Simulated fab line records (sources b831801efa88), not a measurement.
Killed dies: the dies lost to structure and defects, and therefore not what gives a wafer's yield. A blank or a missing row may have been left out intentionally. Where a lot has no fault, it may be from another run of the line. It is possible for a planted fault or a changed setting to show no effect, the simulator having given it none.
Which of the tools did it? :: flow sky130 :: 36 wafers sampled from 12 lots at 1 step of a route of 708

WHAT THE GAUGES SHOWED, per wafer
SKY_VIA1_OVL_MEAS_13.
lot: L818
measured: day 33 21:31
on: overlay-01
VIA1_OVL (nm): -5 -3 -4

lot: L820
measured: day 34 06:34
on: overlay-01
VIA1_OVL (nm): 7 1 -4

lot: L826
measured: day 36 17:49
on: overlay-02
VIA1_OVL (nm): 0 5 4

lot: L828
measured: day 37 04:52
on: overlay-02
VIA1_OVL (nm): -1 0 -1

lot: L832
measured: day 38 13:17
on: overlay-01
VIA1_OVL (nm): 3 1 2

lot: L833
measured: day 39 03:49
on: overlay-02
VIA1_OVL (nm): -8 -1 -4

lot: L834
measured: day 39 09:06
on: overlay-01
VIA1_OVL (nm): 7 2 6

lot: L835
measured: day 39 13:30
on: overlay-02
VIA1_OVL (nm): -2 2 1

lot: L836
measured: day 39 16:38
on: overlay-02
VIA1_OVL (nm): 10 3 9

lot: L837
measured: day 40 02:28
on: overlay-02
VIA1_OVL (nm): 7 9 9

lot: L839
measured: day 40 05:32
on: overlay-01
VIA1_OVL (nm): 4 2 6

lot: L841
measured: day 41 10:10
on: overlay-02
VIA1_OVL (nm): 0 2 7

WHICH TOOL RAN EACH LOT (tool, then ch and the chambers of the sampled wafers, then the start)
There is no process step in the record ahead of these readings.

AS READ BY THE TOOLS THEMSELVES (means over the sampled wafers that have a number; for cases with no such wafer, the mark the record gives instead)
The record holds no such reading with a usual standard deviation.

THE ANSWER, worked out from the rows above alone
Rule: the lots themselves supply what counts as usual. Put in order of their means at a reading, lots are off if they are a third of the lots or fewer, leave a main group of 4 or more, and stand apart from it by a gap of 3 or more times the standard deviation of the main group's means; of several such gaps the widest counts. A main group is skipped when, at the precision printed for the reading in the tables above, its means are all equal. A lot without any number at a reading at which 4 lots or more have one is off too. The other lots that the step has rows for count as sound. Order of review: gauges by route order, followed by the tools' own readings, for which a lot's mean as printed above is used. At the first step where some lot is off, the reading lying furthest off is the one used; lots without a number count as furthest.
None of the lots is off at any reading shown; this tells nothing.

WHAT WAS PUT IN BY THE SIMULATOR
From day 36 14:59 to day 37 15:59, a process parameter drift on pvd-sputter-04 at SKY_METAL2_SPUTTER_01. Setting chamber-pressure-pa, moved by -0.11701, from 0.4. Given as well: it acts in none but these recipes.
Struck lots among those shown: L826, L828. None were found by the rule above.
